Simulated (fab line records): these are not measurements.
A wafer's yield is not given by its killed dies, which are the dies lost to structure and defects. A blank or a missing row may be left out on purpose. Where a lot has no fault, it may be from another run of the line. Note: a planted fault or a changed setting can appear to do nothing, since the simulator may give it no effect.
Lot-split experiment    flow gf180mcu    route with 602 steps; 5 lots, 23 wafers read

## ABOUT THE SPLIT
At GF_V3_SPUTTER_22 (material TiN, target thk 10 nm, time 40 s), the setting chamber_pressure_pa was moved away from the recipe's 5 Pa on 10 of the 23 wafers read, by -10.3% to +5.4%. The other wafers ran this setting at the recipe's value.

The reading is taken at the split's own step.

## THE READING
TiN_of_V3_SPUTTER_22.thk_nm (the simulator's own value, which no gauge read), in nm, at GF_V3_SPUTTER_22 (material TiN, target thk 10 nm, time 40 s). There is no usual value for it anywhere in the file. Average 10.173 nm, standard deviation 0.16 nm, over the 13 wafers here run with the recipe.

wafer   tool, chamber at the split  chamber_pressure_pa as run, Pa  against the recipe  TiN_of_V3_SPUTTER_22.thk_nm, nm  against lot-mates on the recipe
L074.1  pvd_sputter-02, -           5                               recipe              9.993                            -
L074.2  pvd_sputter-02, -           5                               recipe              10.06                            -
L074.3  pvd_sputter-02, -           5                               recipe              9.98                             -
L074.5  pvd_sputter-02, -           5                               recipe              9.984                            -
L074.6  pvd_sputter-02, -           5                               recipe              10.01                            -
L076.1  pvd_sputter-03, -           5                               recipe              10.43                            -
L076.3  pvd_sputter-03, -           5                               recipe              10.34                            -
L076.6  pvd_sputter-03, -           5                               recipe              10.32                            -
L080.1  pvd_sputter-04, -           4.487                           -10.3%              11.1                             no lot-mate on the recipe
L080.2  pvd_sputter-04, -           4.487                           -10.3%              11.15                            no lot-mate on the recipe
L080.5  pvd_sputter-04, -           4.487                           -10.3%              11.15                            no lot-mate on the recipe
L080.3  pvd_sputter-04, -           4.487                           -10.3%              11.2                             no lot-mate on the recipe
L080.4  pvd_sputter-04, -           4.487                           -10.3%              11.27                            no lot-mate on the recipe
L082.1  pvd_sputter-03, -           5.27                            +5.4%               9.689                            no lot-mate on the recipe
L082.2  pvd_sputter-03, -           5.27                            +5.4%               9.547                            no lot-mate on the recipe
L082.3  pvd_sputter-03, -           5.27                            +5.4%               9.696                            no lot-mate on the recipe
L082.4  pvd_sputter-03, -           5.27                            +5.4%               9.629                            no lot-mate on the recipe
L082.6  pvd_sputter-03, -           5.27                            +5.4%               9.553                            no lot-mate on the recipe
L083.1  pvd_sputter-02, -           5                               recipe              10.02                            -
L083.3  pvd_sputter-02, -           5                               recipe              10.33                            -
L083.4  pvd_sputter-02, -           5                               recipe              10.27                            -
L083.5  pvd_sputter-02, -           5                               recipe              10.22                            -
L083.6  pvd_sputter-02, -           5                               recipe              10.29                            -

THE FIT
A straight line over all 23 wafers: TiN_of_V3_SPUTTER_22.thk_nm changes by -0.0987 nm for each +1% of chamber_pressure_pa; r = -0.97; the points scatter about the line by 0.13 nm.
Too few moved wafers have a lot-mate on the recipe to fit a line with each lot's own level taken away.

## THE FILE'S OWN FIT
TiN_of_V3_SPUTTER_22.thk_nm changes by -0.0988 nm for each +1% of chamber_pressure_pa, r = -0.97.
